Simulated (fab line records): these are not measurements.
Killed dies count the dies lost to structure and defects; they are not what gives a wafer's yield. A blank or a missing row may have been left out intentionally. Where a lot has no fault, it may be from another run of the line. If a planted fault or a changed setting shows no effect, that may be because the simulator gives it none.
Which tool did it? | flow gf180mcu | 12 lots, 36 wafers sampled, at 4 steps of a route of 602

== WHAT THE GAUGES READ, wafer by wafer ==
GF_V5_CD_MEAS_14 targets a cd of 260 nm.
lot  | measured     | on        | cd_nm (nm)
L177 | day 27 03:12 | cd_sem-01 | 258.5 259.8 258.6
L178 | day 27 11:58 | cd_sem-02 | 258.5 259.0 258.9
L179 | day 27 16:14 | cd_sem-02 | 260.6 260.9 259.9
L182 | day 28 14:59 | cd_sem-01 | 259.9 259.8 259.7
L183 | day 29 02:33 | cd_sem-02 | 261.8 260.5 259.9
L184 | day 29 09:34 | cd_sem-02 | 262.1 262.3 260.3
L187 | day 30 05:11 | cd_sem-01 | 259.9 257.3 259.2
L194 | day 32 03:26 | cd_sem-02 | 261.3 260.1 259.5
L195 | day 32 08:05 | cd_sem-01 | 259.6 260.2 260.9
L196 | day 32 14:50 | cd_sem-02 | 262.6 259.8 261.7
L197 | day 32 22:22 | cd_sem-01 | 258.5 259.2 258.2
L198 | day 33 02:20 | cd_sem-01 | 258.6 259.3 259.2

GF_V5_OVL_MEAS_15.
lot  | measured     | on         | V5_OVL (nm)
L177 | day 27 03:19 | overlay-01 | 7 -1 9
L178 | day 27 12:05 | overlay-01 | -7 0 -1
L179 | day 27 16:22 | overlay-01 | -1 1 -5
L182 | day 28 15:05 | overlay-02 | -3 3 6
L183 | day 29 02:38 | overlay-01 | 1 1 -1
L184 | day 29 09:41 | overlay-01 | 3 1 7
L187 | day 30 05:19 | overlay-01 | 1 10 4
L194 | day 32 03:34 | overlay-01 | -1 -12 4
L195 | day 32 08:13 | overlay-02 | 2 4 -5
L196 | day 32 14:56 | overlay-02 | 8 9 1
L197 | day 32 22:28 | overlay-01 | 5 -5 -5
L198 | day 33 02:28 | overlay-01 | 1 -2 -15

== TOOL THAT RAN EACH LOT (tool first, then ch and the chambers of the sampled wafers, then the start) ==
lot  | GF_M5_STRIP_11                       | GF_V5_CMP_04
L177 | plasma_asher-01 ch 0,1, day 26 04:55 | cmp-02 ch 0,2,3, day 26 05:44
L178 | plasma_asher-01 ch 0,1, day 26 14:23 | cmp-01 ch 1,3, day 26 15:25
L179 | plasma_asher-03 ch 0,1, day 26 18:58 | cmp-02 ch 0,1,3, day 26 19:48
L182 | plasma_asher-01 ch 0,1, day 27 18:35 | cmp-01 ch 0,1,3, day 27 19:31
L183 | plasma_asher-03 ch 0,1, day 28 05:56 | cmp-01 ch 0,1,2, day 28 06:52
L184 | plasma_asher-04 ch 0,1, day 28 13:04 | cmp-02 ch 0,1,3, day 28 13:52
L187 | plasma_asher-04 ch 0,1, day 29 09:15 | cmp-01 ch 0,1,2, day 29 10:05
L194 | plasma_asher-03 ch 0,1, day 31 08:40 | cmp-01 ch 1,2,3, day 31 10:25
L195 | plasma_asher-03 ch 0,1, day 31 13:48 | cmp-01 ch 1,2,3, day 31 14:37
L196 | plasma_asher-03 ch 0,1, day 31 20:31 | cmp-02 ch 1,2,3, day 31 21:22
L197 | plasma_asher-04 ch 0,1, day 32 04:51 | cmp-02 ch 1,2,3, day 32 05:47
L198 | plasma_asher-01 ch 0,1, day 32 08:40 | cmp-02 ch 0,1,3, day 32 09:52
- GF_M5_STRIP_11: strips in O2/N2.
- GF_V5_CMP_04: polishes SiO2.

== WHAT THE TOOLS THEMSELVES READ (means of the sampled wafers that have a number; where no wafer has one, the mark that the record gives instead) ==
GF_M5_STRIP_11.
lot  | tool            | drypump_motor_current_A (A) | heater_power_w (W) | oes_product_au (a.u.) | strip_time_to_endpoint_s (s)
L177 | plasma_asher-01 | 5.7                         | 329                | 0.519                 | 6.99
L178 | plasma_asher-01 | 6.0                         | 346                | 0.526                 | 7.03
L179 | plasma_asher-03 | 6.3                         | 331                | 0.521                 | 6.98
L182 | plasma_asher-01 | 5.8                         | 330                | 0.526                 | 7.01
L183 | plasma_asher-03 | 6.1                         | 340                | 0.522                 | 7.02
L184 | plasma_asher-04 | 5.5                         | 338                | 0.524                 | 7.08
L187 | plasma_asher-04 | 5.5                         | 313                | 0.522                 | 6.97
L194 | plasma_asher-03 | 6.3                         | 326                | 0.517                 | 6.96
L195 | plasma_asher-03 | 6.3                         | 327                | 0.532                 | 7.08
L196 | plasma_asher-03 | 6.3                         | 323                | 0.523                 | 7.02
L197 | plasma_asher-04 | 5.5                         | 318                | 0.516                 | 7.02
L198 | plasma_asher-01 | 5.8                         | 354                | 0.521                 | 7.02

GF_V5_CMP_04.
lot  | tool   | motor_current_A (A) | platen_rpm (rpm)
L177 | cmp-02 | 12.4                | 60.03
L178 | cmp-01 | 10.9                | 60.00
L179 | cmp-02 | 11.1                | 60.01
L182 | cmp-01 | 11.1                | 59.97
L183 | cmp-01 | 11.6                | 59.98
L184 | cmp-02 | 11.1                | 59.97
L187 | cmp-01 | 11.9                | 59.99
L194 | cmp-01 | 11.6                | 59.97
L195 | cmp-01 | 11.7                | 60.01
L196 | cmp-02 | 12.5                | 60.02
L197 | cmp-02 | 11.7                | 60.01
L198 | cmp-02 | 11.0                | 59.97

== THE ANSWER, worked out from the rows above alone ==
Rule: what is usual is taken from the lots themselves. Put in order of their means at a reading, lots are off if they are a third of the lots or fewer, leave a main group of 4 or more, and stand apart from it by a gap of 3 or more times the standard deviation of the main group's means; of several such gaps the widest counts. If all means in a main group match to the digits the tables above print for the reading, that group is not used. Also off: a lot with no number at a reading for which 4 or more lots have one. The other lots that the step has rows for count as sound. After the gauges, taken in route order, come the tools' own readings; for these a lot's mean is taken, as printed above. The first step at which some lot is off is used, and at that step the reading that is off furthest; a lot without a number counts as furthest.
No lot is off on any of the readings shown, so nothing can be concluded from this.

== WHAT HAD BEEN PUT IN BY THE SIMULATOR ==
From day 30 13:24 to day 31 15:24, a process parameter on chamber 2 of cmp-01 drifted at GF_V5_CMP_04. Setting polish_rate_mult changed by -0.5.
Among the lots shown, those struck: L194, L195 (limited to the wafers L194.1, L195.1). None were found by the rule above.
